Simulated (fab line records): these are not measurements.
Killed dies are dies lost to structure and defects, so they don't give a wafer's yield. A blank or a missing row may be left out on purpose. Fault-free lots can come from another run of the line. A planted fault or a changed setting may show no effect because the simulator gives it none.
The tool behind it: which one? :: flow gf180mcu :: Sampling: 14 lots, 42 wafers, 5 of 602 route steps

== WHAT THE GAUGES SHOWED, per wafer ==
GF_V1_THK_MEAS_01.
lot: L654
measured: day 17 21:04
on: film_metro-01
V1_CVD_00_THK (nm): 598 602 598

lot: L655
measured: day 18 07:45
on: film_metro-01
V1_CVD_00_THK (nm): 602 597 607

lot: L656
measured: day 18 16:19
on: film_metro-01
V1_CVD_00_THK (nm): 599 594 591

lot: L657
measured: day 19 03:35
on: film_metro-03
V1_CVD_00_THK (nm): 592 605 599

lot: L659
measured: day 19 17:53
on: film_metro-01
V1_CVD_00_THK (nm): 608 617 615

lot: L661
measured: day 20 10:33
on: film_metro-02
V1_CVD_00_THK (nm): 607 601 610

lot: L662
measured: day 20 23:28
on: film_metro-02
V1_CVD_00_THK (nm): 603 605 597

lot: L664
measured: day 22 01:20
on: film_metro-03
V1_CVD_00_THK (nm): 605 601 601

lot: L672
measured: day 24 10:28
on: film_metro-02
V1_CVD_00_THK (nm): 594 590 591

lot: L674
measured: day 25 02:45
on: film_metro-02
V1_CVD_00_THK (nm): 607 611 607

lot: L673
measured: day 25 03:46
on: film_metro-01
V1_CVD_00_THK (nm): 611 611 614

lot: L675
measured: day 25 03:58
on: film_metro-01
V1_CVD_00_THK (nm): 598 592 598

GF_V1_CD_MEAS_14 targets a cd of 260 nm.
lot: L654
measured: day 18 21:50
on: cd_sem-01
cd_nm (nm): 262.6 263.8 263.4

lot: L655
measured: day 19 08:42
on: cd_sem-02
cd_nm (nm): 260.2 259.5 261.6

lot: L656
measured: day 19 16:37
on: cd_sem-01
cd_nm (nm): 261.5 261.4 263.5

lot: L657
measured: day 20 04:06
on: cd_sem-02
cd_nm (nm): 260.0 260.3 260.4

lot: L659
measured: day 20 18:41
on: cd_sem-01
cd_nm (nm): 259.1 259.2 259.9

lot: L661
measured: day 21 10:38
on: cd_sem-01
cd_nm (nm): 259.3 257.2 259.2

lot: L662
measured: day 21 23:56
on: cd_sem-01
cd_nm (nm): 259.1 258.9 259.6

lot: L664
measured: day 23 00:50
on: cd_sem-02
cd_nm (nm): 261.4 262.1 260.5

lot: L672
measured: day 25 08:55
on: cd_sem-02
cd_nm (nm): 262.7 262.2 261.7

lot: L674
measured: day 26 00:11
on: cd_sem-01
cd_nm (nm): 259.9 259.0 258.8

lot: L673
measured: day 26 01:38
on: cd_sem-01
cd_nm (nm): 258.1 257.6 257.8

lot: L675
measured: day 26 01:53
on: cd_sem-01
cd_nm (nm): 260.8 260.9 260.8

GF_V2_THK_MEAS_03.
lot: L654
measured: day 20 01:26
on: film_metro-04
V2_CVD_02_THK (nm): 841 848 846

lot: L655
measured: day 20 12:20
on: film_metro-04
V2_CVD_02_THK (nm): 859 863 863

lot: L656
measured: day 20 19:23
on: film_metro-01
V2_CVD_02_THK (nm): 846 843 860

lot: L657
measured: day 21 06:55
on: film_metro-02
V2_CVD_02_THK (nm): 844 834 837

lot: L659
measured: day 21 21:42
on: film_metro-01
V2_CVD_02_THK (nm): 839 850 852

lot: L661
measured: day 22 12:59
on: film_metro-01
V2_CVD_02_THK (nm): 850 852 846

lot: L662
measured: day 23 02:05
on: film_metro-02
V2_CVD_02_THK (nm): 851 853 859

lot: L664
measured: day 24 02:04
on: film_metro-01
V2_CVD_02_THK (nm): 853 861 851

lot: L672
measured: day 26 08:55
on: film_metro-04
V2_CVD_02_THK (nm): 847 849 867

lot: L674
measured: day 26 22:55
on: film_metro-04
V2_CVD_02_THK (nm): 855 853 881

lot: L673
measured: day 27 01:29
on: film_metro-04
V2_CVD_02_THK (nm): 859 866 855

lot: L675
measured: day 27 01:34
on: film_metro-04
V2_CVD_02_THK (nm): 849 843 855

== EACH LOT AND THE TOOL THAT RAN IT (in order: tool; ch and the chambers of the sampled wafers; start) ==
lot: L654
GF_M1_METAL_ETCH_16: rie_metal-01 ch 0,1, day 17 20:20
GF_M1_STRIP_17: plasma_asher-01 ch 0,1, day 17 20:28

lot: L655
GF_M1_METAL_ETCH_16: rie_metal-04 ch 0,1, day 18 07:02
GF_M1_STRIP_17: plasma_asher-03 ch 0,1, day 18 07:09

lot: L656
GF_M1_METAL_ETCH_16: rie_metal-01 ch 0,1, day 18 15:35
GF_M1_STRIP_17: plasma_asher-01 ch 0,1, day 18 15:43

lot: L657
GF_M1_METAL_ETCH_16: rie_metal-02 ch 0,1, day 19 02:50
GF_M1_STRIP_17: plasma_asher-04 ch 0,1, day 19 02:58

lot: L659
GF_M1_METAL_ETCH_16: rie_metal-01 ch 0,1, day 19 17:07
GF_M1_STRIP_17: plasma_asher-01 ch 0,1, day 19 17:14

lot: L661
GF_M1_METAL_ETCH_16: rie_metal-01 ch 0,1, day 20 09:49
GF_M1_STRIP_17: plasma_asher-04 ch 0,1, day 20 09:56

lot: L662
GF_M1_METAL_ETCH_16: rie_metal-04 ch 0,1, day 20 22:43
GF_M1_STRIP_17: plasma_asher-04 ch 0,1, day 20 22:50

lot: L663
GF_M1_METAL_ETCH_16: rie_metal-01 ch 0,1, day 21 02:42
GF_M1_STRIP_17: plasma_asher-01 ch 0,1, day 21 02:49

lot: L664
GF_M1_METAL_ETCH_16: rie_metal-04 ch 0, day 22 00:32
GF_M1_STRIP_17: plasma_asher-03 ch 0,1, day 22 00:42

lot: L665
GF_M1_METAL_ETCH_16: rie_metal-01 ch 0,1, day 22 01:40
GF_M1_STRIP_17: plasma_asher-01 ch 0,1, day 22 01:48

lot: L672
GF_M1_METAL_ETCH_16: rie_metal-01 ch 0,1, day 24 09:44
GF_M1_STRIP_17: plasma_asher-04 ch 0,1, day 24 09:52

lot: L674
GF_M1_METAL_ETCH_16: rie_metal-02 ch 0, day 25 02:01
GF_M1_STRIP_17: plasma_asher-04 ch 0,1, day 25 02:08

lot: L673
GF_M1_METAL_ETCH_16: rie_metal-01 ch 0,1, day 25 02:53
GF_M1_STRIP_17: plasma_asher-03 ch 0,1, day 25 03:01

lot: L675
GF_M1_METAL_ETCH_16: rie_metal-02 ch 0,1, day 25 03:14
GF_M1_STRIP_17: plasma_asher-03 ch 0,1, day 25 03:22
- GF_M1_METAL_ETCH_16: etches the open film in Cl2/BCl3, stops on SiO2, target depth 750.8 nm, time 125.1 s.
- GF_M1_STRIP_17: strips in O2/N2.

== WHAT THE TOOLS THEMSELVES READ (means of the sampled wafers that have a number; where no wafer has one, the mark that the record gives instead) ==
GF_M1_METAL_ETCH_16.
lot: L654
tool: rie_metal-01
bcl3_flow_sccm (sccm): 39.84
drypump_motor_current_A (A): 5.2
oes_product_au (a.u.): 0.990
throttle_valve_pct (%): 28.225

lot: L655
tool: rie_metal-04
bcl3_flow_sccm (sccm): 40.04
drypump_motor_current_A (A): 5.8
oes_product_au (a.u.): 0.984
throttle_valve_pct (%): 28.242

lot: L656
tool: rie_metal-01
bcl3_flow_sccm (sccm): 40.04
drypump_motor_current_A (A): 5.2
oes_product_au (a.u.): 0.994
throttle_valve_pct (%): 28.226

lot: L657
tool: rie_metal-02
bcl3_flow_sccm (sccm): 39.96
drypump_motor_current_A (A): 6.3
oes_product_au (a.u.): 0.982
throttle_valve_pct (%): 28.235

lot: L659
tool: rie_metal-01
bcl3_flow_sccm (sccm): 40.04
drypump_motor_current_A (A): 5.3
oes_product_au (a.u.): 0.990
throttle_valve_pct (%): 28.240

lot: L661
tool: rie_metal-01
bcl3_flow_sccm (sccm): 39.95
drypump_motor_current_A (A): 5.2
oes_product_au (a.u.): 0.984
throttle_valve_pct (%): 28.228

lot: L662
tool: rie_metal-04
bcl3_flow_sccm (sccm): 39.98
drypump_motor_current_A (A): 5.9
oes_product_au (a.u.): 0.991
throttle_valve_pct (%): 28.220

lot: L663
tool: rie_metal-01
bcl3_flow_sccm (sccm): 40.04
drypump_motor_current_A (A): 5.2
oes_product_au (a.u.): 0.787
throttle_valve_pct (%): 28.449

lot: L664
tool: rie_metal-04
bcl3_flow_sccm (sccm): 40.20
drypump_motor_current_A (A): 5.5
oes_product_au (a.u.): 0.985
throttle_valve_pct (%): 28.248

lot: L665
tool: rie_metal-01
bcl3_flow_sccm (sccm): 40.11
drypump_motor_current_A (A): 5.1
oes_product_au (a.u.): 0.778
throttle_valve_pct (%): 28.468

lot: L672
tool: rie_metal-01
bcl3_flow_sccm (sccm): 40.11
drypump_motor_current_A (A): 5.2
oes_product_au (a.u.): 0.986
throttle_valve_pct (%): 28.223

lot: L674
tool: rie_metal-02
bcl3_flow_sccm (sccm): 40.07
drypump_motor_current_A (A): 6.3
oes_product_au (a.u.): 0.986
throttle_valve_pct (%): 28.238

lot: L673
tool: rie_metal-01
bcl3_flow_sccm (sccm): 40.02
drypump_motor_current_A (A): 5.1
oes_product_au (a.u.): 0.990
throttle_valve_pct (%): 28.231

lot: L675
tool: rie_metal-02
bcl3_flow_sccm (sccm): 40.05
drypump_motor_current_A (A): 6.3
oes_product_au (a.u.): 0.981
throttle_valve_pct (%): 28.248

GF_M1_STRIP_17.
lot: L654
tool: plasma_asher-01
drypump_motor_current_A (A): 5.5
heater_power_w (W): 323
oes_product_au (a.u.): 0.536
strip_time_to_endpoint_s (s): 7.40

lot: L655
tool: plasma_asher-03
drypump_motor_current_A (A): 6.3
heater_power_w (W): 345
oes_product_au (a.u.): 0.540
strip_time_to_endpoint_s (s): 7.39

lot: L656
tool: plasma_asher-01
drypump_motor_current_A (A): 5.5
heater_power_w (W): 322
oes_product_au (a.u.): 0.530
strip_time_to_endpoint_s (s): 7.33

lot: L657
tool: plasma_asher-04
drypump_motor_current_A (A): 5.3
heater_power_w (W): 301
oes_product_au (a.u.): 0.538
strip_time_to_endpoint_s (s): 7.47

lot: L659
tool: plasma_asher-01
drypump_motor_current_A (A): 5.5
heater_power_w (W): 323
oes_product_au (a.u.): 0.535
strip_time_to_endpoint_s (s): 7.36

lot: L661
tool: plasma_asher-04
drypump_motor_current_A (A): 5.3
heater_power_w (W): 301
oes_product_au (a.u.): 0.533
strip_time_to_endpoint_s (s): 7.35

lot: L662
tool: plasma_asher-04
drypump_motor_current_A (A): 5.3
heater_power_w (W): 296
oes_product_au (a.u.): 0.535
strip_time_to_endpoint_s (s): 7.39

lot: L663
tool: plasma_asher-01
drypump_motor_current_A (A): 5.5
heater_power_w (W): 324
oes_product_au (a.u.): 0.580
strip_time_to_endpoint_s (s): 8.39

lot: L664
tool: plasma_asher-03
drypump_motor_current_A (A): 5.9
heater_power_w (W): 320
oes_product_au (a.u.): 0.538
strip_time_to_endpoint_s (s): 7.41

lot: L665
tool: plasma_asher-01
drypump_motor_current_A (A): 5.6
heater_power_w (W): 328
oes_product_au (a.u.): 0.576
strip_time_to_endpoint_s (s): 8.41

lot: L672
tool: plasma_asher-04
drypump_motor_current_A (A): 5.2
heater_power_w (W): 292
oes_product_au (a.u.): 0.535
strip_time_to_endpoint_s (s): 7.42

lot: L674
tool: plasma_asher-04
drypump_motor_current_A (A): 5.3
heater_power_w (W): 302
oes_product_au (a.u.): 0.547
strip_time_to_endpoint_s (s): 7.49

lot: L673
tool: plasma_asher-03
drypump_motor_current_A (A): 6.3
heater_power_w (W): 341
oes_product_au (a.u.): 0.541
strip_time_to_endpoint_s (s): 7.43

lot: L675
tool: plasma_asher-03
drypump_motor_current_A (A): 5.9
heater_power_w (W): 329
oes_product_au (a.u.): 0.541
strip_time_to_endpoint_s (s): 7.49

== THE ANSWER, worked out from the rows above alone ==
Rule: usual is defined by the lots themselves. The widest of any qualifying gaps counts: lots, ordered by their means at a reading, are off when they make up no more than a third of the lots, leave a main group of 4 or more, and stand apart from it by 3 or more times the standard deviation of that group's means. A main group whose means are all the same, to the digits that the tables above print for the reading, isn't used. Also off: a lot with no number at a reading for which 4 or more lots have one. All remaining lots with rows at the step are treated as sound. First the gauges in route order, then the tools' own readings, where a lot's mean is used as printed above. The first step at which some lot is off is used, and at that step the reading that is off furthest; a lot without a number counts as furthest.
Off, at GF_M1_METAL_ETCH_16 on oes_product_au: L663, L665. Main group: mean 0.987 a.u., sd 0.0038.
If a tool, at that step or one of the process steps before it, ran each lot that is off and ran no sound lot following the first of them, it fits. None of those tried fits.

== WHAT THE SIMULATOR HAD PUT IN ==
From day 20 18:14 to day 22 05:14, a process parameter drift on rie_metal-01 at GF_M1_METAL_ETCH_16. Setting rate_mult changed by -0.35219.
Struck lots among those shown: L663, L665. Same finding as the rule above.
